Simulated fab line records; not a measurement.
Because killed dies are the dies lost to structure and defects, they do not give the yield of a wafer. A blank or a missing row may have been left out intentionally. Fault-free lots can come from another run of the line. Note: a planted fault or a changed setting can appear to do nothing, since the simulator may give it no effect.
What tool caused it?    flow sky130    Sampling: 14 lots, 42 wafers, 5 of 708 route steps

## WHAT THE GAUGES SHOWED, per wafer
SKY_NWELL_RS_MEAS_29: a four-point-probe measurement.
lot   measured      on            NWELL_RS (ohm/sq)
L519  day 5 06:08   filmMetro-02  623.5 624.3 625.0
L524  day 6 11:40   filmMetro-02  624.5 624.9 625.2
L525  day 6 17:29   filmMetro-02  625.3 625.5 624.9
L526  day 6 18:08   filmMetro-02  625.0 624.5 623.6
L527  day 6 23:59   filmMetro-01  623.0 625.0 623.8
L528  day 7 08:13   filmMetro-02  623.9 625.4 626.9
L529  day 7 15:11   filmMetro-01  624.0 623.6 623.5
L533  day 9 22:42   filmMetro-02  625.6 624.5 625.2
L537  day 10 03:14  filmMetro-04  627.0 625.9 626.9
L538  day 10 08:20  filmMetro-02  626.0 627.1 627.0
L539  day 10 10:20  filmMetro-02  624.8 622.2 624.4
L540  day 10 13:59  filmMetro-01  624.2 624.5 624.8
L541  day 11 00:05  filmMetro-01  624.5 624.0 624.7
L542  day 11 05:23  filmMetro-04  625.0 626.1 626.4

SKY_NWELL_RS_MEAS_31: a four-point-probe measurement.
lot   measured      on            PWDE_RS (ohm/sq)
L519  day 5 06:22   filmMetro-02  5288 5287 5268
L524  day 6 11:55   filmMetro-02  5254 5253 5247
L525  day 6 17:44   filmMetro-02  5250 5275 5253
L526  day 6 18:23   filmMetro-02  5262 5259 5247
L527  day 7 00:14   filmMetro-01  5257 5284 5275
L528  day 7 08:28   filmMetro-02  5248 5266 5249
L529  day 7 15:26   filmMetro-01  5282 5278 5290
L533  day 9 22:56   filmMetro-02  5285 5280 5266
L537  day 10 03:29  filmMetro-04  5283 5281 5253
L538  day 10 08:35  filmMetro-02  5272 5265 5266
L539  day 10 10:34  filmMetro-02  5285 5285 5265
L540  day 10 14:13  filmMetro-01  5243 5262 5245
L541  day 11 00:20  filmMetro-01  5274 5267 5262
L542  day 11 05:38  filmMetro-04  5265 5260 5274

SKY_VT_ADJUST_HVTP_CD_MEAS_07: the cd target is 380 nm.
lot   measured      on        cdNm (nm)
L519  day 6 00:47   cdSem-01  384.4 382.9 383.8
L524  day 7 06:28   cdSem-02  381.7 382.1 380.8
L525  day 7 12:45   cdSem-02  379.4 380.2 376.8
L526  day 7 13:02   cdSem-01  380.4 379.9 380.8
L527  day 7 19:39   cdSem-02  384.3 383.3 385.3
L528  day 8 04:22   cdSem-02  381.3 381.2 380.9
L529  day 8 11:49   cdSem-01  381.6 378.6 381.7
L533  day 10 21:01  cdSem-02  383.0 383.5 385.2
L537  day 11 02:00  cdSem-01  382.7 379.7 378.5
L538  day 11 06:23  cdSem-01  375.8 378.0 377.3
L539  day 11 08:49  cdSem-01  384.5 383.6 381.9
L540  day 11 13:17  cdSem-01  383.6 382.5 383.3
L541  day 11 23:42  cdSem-02  381.7 377.0 380.2
L542  day 12 04:48  cdSem-01  380.4 381.1 381.0

SKY_SONOS_TUNNEL_CD_MEAS_07: the cd target is 410 nm.
lot   measured      on        cdNm (nm)
L519  day 11 03:37  cdSem-01  407.3 406.0 408.1
L524  day 12 18:58  cdSem-01  415.1 413.6 414.2
L525  day 13 03:22  cdSem-02  411.0 412.1 410.2
L526  day 13 03:40  cdSem-01  413.3 413.3 411.8
L527  day 13 11:54  cdSem-02  409.2 408.8 407.9
L528  day 14 02:17  cdSem-01  317.9 316.5 319.7
L529  day 14 07:49  cdSem-02  325.1 322.4 322.1
L533  day 17 09:21  cdSem-02  409.4 405.8 406.4
L537  day 17 17:06  cdSem-01  409.2 409.5 409.0
L538  day 17 22:12  cdSem-01  409.6 409.5 409.9
L539  day 18 00:15  cdSem-01  409.9 408.5 408.6
L540  day 18 07:21  cdSem-01  412.9 410.5 408.1
L541  day 18 18:11  cdSem-01  410.0 410.0 410.0
L542  day 19 03:08  cdSem-02  407.4 407.8 408.3

## TOOL THAT RAN EACH LOT (tool first, then ch and the chambers of the sampled wafers, then the start)
lot   SKY_SONOS_TUNNEL_DEVELOP_06
L519  lithoTrack-02 ch 0, day 11 03:28
L524  lithoTrack-03 ch 0, day 12 18:49
L525  lithoTrack-02 ch 0, day 13 03:13
L526  lithoTrack-02 ch 0, day 13 03:31
L527  lithoTrack-01 ch 0, day 13 11:45
L528  lithoTrack-02 ch 0, day 14 02:02
L529  lithoTrack-02 ch 0, day 14 07:40
L533  lithoTrack-01 ch 0, day 17 09:12
L537  lithoTrack-02 ch 0, day 17 16:57
L538  lithoTrack-01 ch 0, day 17 22:03
L539  lithoTrack-03 ch 0, day 18 00:07
L540  lithoTrack-01 ch 0, day 18 07:12
L541  lithoTrack-03 ch 0, day 18 18:02
L542  lithoTrack-03 ch 0, day 19 03:01
- SKY_SONOS_TUNNEL_DEVELOP_06: develop time 60 s.

## AS READ BY THE TOOLS THEMSELVES (means over the sampled wafers that have a number; for cases with no such wafer, the mark the record gives instead)
The record holds no such reading with a usual standard deviation.

## THE ANSWER, worked out from the rows above alone
Rule: the lots themselves supply what counts as usual. Put in order of their means at a reading, lots are off if they are a third of the lots or fewer, leave a main group of 4 or more, and stand apart from it by a gap of 3 or more times the standard deviation of the main group's means; of several such gaps the widest counts. Not used: any main group whose means are identical at the precision the tables above print for the reading. A lot without any number at a reading at which 4 lots or more have one is off too. Any other lot the step has rows for is counted as sound. After the gauges, taken in route order, come the tools' own readings; for these a lot's mean is taken, as printed above. At the first step where some lot is off, the reading lying furthest off is the one used; lots without a number count as furthest.
Off: L528, L529, at SKY_SONOS_TUNNEL_CD_MEAS_07 (cdNm). The main group has a mean of 409.8 nm with a standard deviation of 2.1.
If a tool, at a process step before that reading, ran all the lots that are off and no sound lot after the first of them, it fits. Gauges at SKY_SONOS_TUNNEL_CD_MEAS_07: tried the same way as those tools. Of those tried, none fits.

## WHAT WAS PUT IN BY THE SIMULATOR
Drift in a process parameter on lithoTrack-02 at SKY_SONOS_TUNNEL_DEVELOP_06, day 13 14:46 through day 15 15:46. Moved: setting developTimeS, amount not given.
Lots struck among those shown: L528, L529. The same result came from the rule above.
